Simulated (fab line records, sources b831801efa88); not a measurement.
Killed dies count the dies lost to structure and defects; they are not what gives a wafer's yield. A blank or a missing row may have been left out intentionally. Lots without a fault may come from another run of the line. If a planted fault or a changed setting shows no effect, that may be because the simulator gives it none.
Matching of chambers -- flow sky130 -- rie_diel-02 running SKY_VIA3_ETCH_15: 4 sister chambers
The step etches SiO2 in C4F8/O2/Ar, stops on TiN, target depth 507 nm, time 78 s. 8 wafers are shown with their chamber, then 9 later ones without.

== WAFERS PAIRED WITH THEIR CHAMBERS ==
wafer,chamber,oes_product_au (a.u.)
L079.5,1,0.950
L084.3,3,0.958
L088.2,2,0.952
L088.3,3,0.959
L088.5,0,0.960
L090.4,2,0.947
L090.5,1,0.951
L090.6,0,0.949

== WAFERS WITHOUT THEIR CHAMBER ==
wafer,oes_product_au (a.u.)
L092.3,0.958
L092.4,0.950
L092.6,0.958
L096.3,0.956
L096.4,0.954
L096.5,0.950
L097.2,0.957
L097.3,0.956
L097.5,0.945

== WHICH CHAMBER EACH WENT THROUGH ==
wafer,from the rows above,in truth
L092.3,can't be placed: 3 or 0 or 1 or 2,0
L092.4,can't be placed: 1 or 2 or 0 or 3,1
L092.6,can't be placed: 3 or 0 or 1 or 2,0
L096.3,can't be placed: 0 or 3 or 1 or 2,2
L096.4,can't be placed: 0 or 1 or 2 or 3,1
L096.5,can't be placed: 1 or 2 or 0 or 3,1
L097.2,can't be placed: 3 or 0 or 1 or 2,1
L097.3,can't be placed: 0 or 3 or 1 or 2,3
L097.5,can't be placed: 2 or 1 or 0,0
Correct placement for 0 of the 9. These rows do not allow placing 9 (true chamber among the candidates in 9). Placed wrongly: 0.
How it was worked out, from the rows above alone: a wafer's distance from a chamber is the root of the sum, over the readings, of the square of ((its reading less the chamber's mean) divided by the reading's scatter). The wafer belongs to the nearest chamber; if the next one is less than 2 further off, it can't be placed. A chamber's mean is the mean of its shown wafers. How the scatter is found: for the shown wafers, subtract from each reading the mean of its chamber, square and add these, divide the total by (wafers less chambers), then take the root.
